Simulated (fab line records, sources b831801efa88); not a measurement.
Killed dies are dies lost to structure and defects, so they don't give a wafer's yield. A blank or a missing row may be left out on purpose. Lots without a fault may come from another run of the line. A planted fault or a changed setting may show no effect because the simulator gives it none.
A struck lot beside a sound one | flow sfq_line | 14 steps out of a route of 325
Sound: wafers L363.3, L363.4, L363.6. Struck: wafer L371.5. (L371.4, L371.6 of the same lot were not struck and are left out.) The cause comes at the end.
At each step with rows: each side's tool, then ch and its chambers, then its first start. Under that, the readings that differ: sound wafers | struck wafers | difference of the means | sigmas: that difference in standard deviations of wafers without a fault.
alike: readings whose means differ by less than 2 such deviations, and words and numbers that are the same on both sides. not compared: withheld readings, readings that some wafer has no value for, bounds like >300 that may hide the same value, and numbers for which the record gives no deviation and whose values overlap.
The two part at a step that has a row with sigmas, a row that says differs or no value, or rows on one side only. Numbers that don't overlap but have no deviation are shown without sigmas and don't part them. A reading that every wafer of one side lacks parts them only if that side has two wafers or more.

first, 6 steps without rows for these wafers: SFQ_TRILAYER_M2_LITHO_COAT_062 (resist thk 62 nm); SFQ_TRILAYER_M2_LITHO_COAT_057 (resist thk 600 nm); SFQ_TRILAYER_M2_LITHO_SOFTBAKE_061; SFQ_TRILAYER_M2_LITHO_EXPOSE_058 (exposes mask M2, target cd 500 nm); SFQ_TRILAYER_M2_LITHO_PEB_060 (peb time 60 s); SFQ_TRILAYER_M2_LITHO_DEVELOP_059 (time 60 s).
SFQ_M2_OVL_MEAS_916:
  sound on overlay-01, day 33 17:46; struck on overlay-01, day 44 02:23
  alike: M2_OVL
SFQ_TRILAYER_M2_BARC_OPEN_METAL_ETCH_077: etches BARC in O2, target depth 125 nm, time 41.7 s.
  sound on rie_metal-03 ch 0,1, day 33 17:49; struck on rie_metal-03 ch 1, day 44 02:26
  alike: bias_w, drypump_motor_current_A, oes_product_au
  not compared: rf_hours_counter_h
SFQ_TRILAYER_M2_ETCH_METAL_ETCH_060: etches Nb in Cl2/Ar, stops on SiO2, target depth 240 nm, time 120 s.
  sound on rie_metal-03 ch 0,1, day 33 17:54; struck on rie_metal-03 ch 1, day 44 02:31
  alike: bias_w, drypump_motor_current_A, oes_product_au
  not compared: rf_hours_counter_h
SFQ_TRILAYER_M2_STRIP_STRIP_061: strips in O2.
  sound on rie_metal-03 ch 0,1, day 33 18:11; struck on rie_metal-03 ch 1, day 44 02:47
  alike: drypump_motor_current_A, oes_product_au
  not compared: rf_hours_counter_h
then, 1 step without rows for these wafers: SFQ_TRILAYER_M2_STRIP_SOLV_CLEAN_062 (cleans in NMP, time 600 s).
SFQ_TRILAYER_I2_DEP_PECVD_063: deposits SiO2 from SiH4/N2O, time 111.11 s, target thk 500 nm.
  sound on pecvd-03 ch 0,2, day 33 18:56; struck on pecvd-03 ch 0, day 44 03:25
  reading                                             | sound             | struck | difference | sigmas
  run_length_s (s)                                    | 138.8 139.4 138.6 | 124.8  | -14.1      | -26
  throttle_valve_pct (%)                              | 25.0 24.9 25.2    | 21.7   | -3.3       | -2
  model.SiO2_of_TRILAYER_I2_DEP_PECVD_063.thk_nm (nm) | 498.7 504 506.5   | 432.4  | -70.7      |
  alike: heater_power_w
SFQ_TRILAYER_I2_CMP_CMP_064: polishes SiO2.
  sound on cmp-01 ch 1,2, day 33 21:59; struck on cmp-01 ch 1, day 44 05:27
  reading                | sound       | struck | difference | sigmas
  time_to_endpoint_s (s) | 209 219 219 | 165    | -51        | -7
  alike: motor_current_A
SFQ_I2_BOW_MEAS_917:
  sound on film_metro-02, day 34 01:02; struck on film_metro-04, day 44 06:31
  alike: I2_BOW

WHERE THEY PART
First at SFQ_TRILAYER_I2_DEP_PECVD_063; last, within this record, at SFQ_TRILAYER_I2_CMP_CMP_064. Later steps at which nothing parts them and some readings are alike: SFQ_I2_BOW_MEAS_917.

WHY: what the simulator had put in
Process parameter drift: pecvd-03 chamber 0, from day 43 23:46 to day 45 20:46, at SFQ_TRILAYER_I2_DEP_PECVD_063. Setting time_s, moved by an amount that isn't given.
